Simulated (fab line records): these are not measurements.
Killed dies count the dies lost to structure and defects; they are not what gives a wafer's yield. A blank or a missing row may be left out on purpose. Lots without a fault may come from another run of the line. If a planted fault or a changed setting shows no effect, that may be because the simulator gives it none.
A lot that was struck, set against a sound lot ; flow sky130 ; 39 out of 708 route steps
Sound: these wafers, L876.1, L876.4, L876.6. Wafers struck: L865.4, L865.5, L865.6. The cause is given at the end.
Order at every step that has rows: each side's tool, ch and its chambers, its first start. Under that, the readings that differ: sound wafers ; struck wafers ; difference of the means ; sigmas: that difference in standard deviations of wafers without a fault.
alike: a reading whose means differ by less than 2 such deviations, as well as words and numbers matching on both sides. not compared: withheld readings; readings where some wafer has no value; bounds like >300 that might hide an equal value; numbers whose values overlap and for which the record gives no deviation.
The two part at a step that has a row with sigmas, a row that says differs or no value, or rows on one side only. Numbers that don't overlap but have no deviation are shown without sigmas and don't part them. A reading missing from all wafers of one side parts the sides only when that side holds two or more wafers.

first, 10 steps without rows for these wafers: SKY_VIA4_STRIP_14 (strips in post etch residue remover, time 1200 s); SKY_VIA4_CLEAN_15 (cleans in IPA, time 180 s); SKY_VIA4_CLEAN_16 (cleans in O3/DIW); SKY_VIA4_SPUTTER_17 (material TiN, target thk 20 nm, time 80 s); SKY_VIA4_CVD_18 (deposits W, target thk 505 nm, time 152.14 s); SKY_VIA4_CMP_21 (polishes, stops on SiO2, t overpolish 25 s, target thk 0 nm); SKY_METAL5_SPUTTER_00 (material Ti, target thk 15 nm, time 10 s); SKY_METAL5_SPUTTER_01 (material TiN, target thk 20 nm, time 16.17 s); SKY_METAL5_SPUTTER_02 (material AlCu, target thk 1150 nm, time 61.2 s); SKY_METAL5_SPUTTER_03 (material Ti, target thk 5 nm, time 3.3 s).
SKY_METAL5_SPUTTER_04: material TiN, target thk 70 nm, time 58.3 s.
  sound: pvd_sputter-04 at day 46 11:12; struck: pvd_sputter-01 at day 43 18:43
  no value came back on the struck wafers for cathode_dc_power_W (W), chamber_pressure_pa (Pa), throttle_valve_pct (%); on the sound wafers cathode_dc_power_W (W) reads 6499.4 6500.4 6501.1
SKY_METAL5_THK_MEAS_06: measures by xrf.
  sound: film_metro-03 at day 46 11:22; struck: film_metro-03 at day 43 18:55
reading;sound;struck;difference;sigmas
METAL5_ALCU_THK (nm);1140 1149 1162;1355 1367 1359;+210;+18
then, 8 steps without rows for these wafers: SKY_METAL5_DEHYDRATE_07 (time 60 s); SKY_METAL5_HMDS_08 (prime time 60 s); SKY_METAL5_COAT_09 (resist thk 1800 nm); SKY_METAL5_SOFTBAKE_10 (time 60 s); SKY_METAL5_EXPOSE_11 (exposes mask MM5, target cd 1600 nm); SKY_METAL5_PEB_12; SKY_METAL5_DEVELOP_13 (develop time 60 s); SKY_METAL5_DESCUM_14 (chemistry O2, time 11 s).
SKY_METAL5_METAL_ETCH_15: etches the open film in Cl2/BCl3, stops on SiO2, target depth 1260 nm, time 252 s.
  sound on rie_metal-02 ch 0,1, day 47 07:30; struck on rie_metal-02 ch 0,1, day 44 16:50
reading;sound;struck;difference;sigmas
oes_product_au (a.u.);0.889 0.890 0.901;0.867 0.876 0.869;-0.023;-4
  alike: drypump_motor_current_A, throttle_valve_pct
  not compared: rf_hours_counter_h
then, 13 steps without rows for these wafers: SKY_METAL5_STRIP_16 (strips in O2/N2); SKY_METAL5_STRIP_17 (strips in post etch residue remover, time 1200 s); SKY_METAL5_CLEAN_18 (cleans in IPA, time 180 s); SKY_METAL5_CLEAN_19 (cleans in O3/DIW); SKY_PASSIVATION_CVD_00 (deposits SiO2, target thk 90 nm); SKY_PASSIVATION_CVD_02 (deposits Si3N4, target thk 540 nm); SKY_PASSIVATION_DEHYDRATE_04 (time 60 s); SKY_PASSIVATION_HMDS_05 (prime time 60 s); SKY_PASSIVATION_COAT_06 (resist thk 3000 nm); SKY_PASSIVATION_SOFTBAKE_07; SKY_PASSIVATION_EXPOSE_08 (exposes mask NSM, target cd 3000 nm); SKY_PASSIVATION_PEB_09; SKY_PASSIVATION_DEVELOP_10 (develop time 60 s).
SKY_PASSIVATION_ETCH_11: etches the open film in CF4/O2, stops on AlCu, target depth 725 nm, time 161.1 s.
  sound on rie_diel-04 ch 0,1,3, day 48 03:51; struck on rie_diel-04 ch 0,1, day 45 15:18
reading;sound;struck;difference;sigmas
oes_product_au (a.u.);0.981 0.981 0.968;0.999 0.992 0.995;+0.019;+3
model.PASSIVATION.feature_depth_nm (nm);703.5 707.7 712.4;725 725 725;+17;
  alike: drypump_motor_current_A, throttle_valve_pct
  not compared: rf_hours_counter_h
then, 2 steps without rows for these wafers: SKY_PASSIVATION_STRIP_12 (strips in O2/N2); SKY_PAD_OPEN_DEHYDRATE_00 (time 60 s).
SKY_PAD_OPEN_ETCH_07: etches the open film in CF4/O2, stops on AlCu, target depth 725 nm, time 161.1 s.
  sound on rie_diel-03 ch 2,3, day 48 22:07; struck on rie_diel-03 ch 2,3, day 46 11:36
reading;sound;struck;difference;sigmas
oes_product_au (a.u.);0.979 0.976 0.972;0.991 0.986 0.994;+0.015;+2
model.PAD_OPEN.feature_depth_nm (nm);703.5 707.7 709.4;722.3 715.5 723.2;+13.5;
  alike: drypump_motor_current_A, throttle_valve_pct
  not compared: rf_hours_counter_h
SKY_PAD_OPEN_PROBE_99:
  sound wafers here have rows in the record (prober-02, day 49 00:28); struck ones have none

## WHERE THEY PART
Last at SKY_PAD_OPEN_PROBE_99 as far as this record goes, first at SKY_METAL5_SPUTTER_04.

WHY: what the simulator had put in
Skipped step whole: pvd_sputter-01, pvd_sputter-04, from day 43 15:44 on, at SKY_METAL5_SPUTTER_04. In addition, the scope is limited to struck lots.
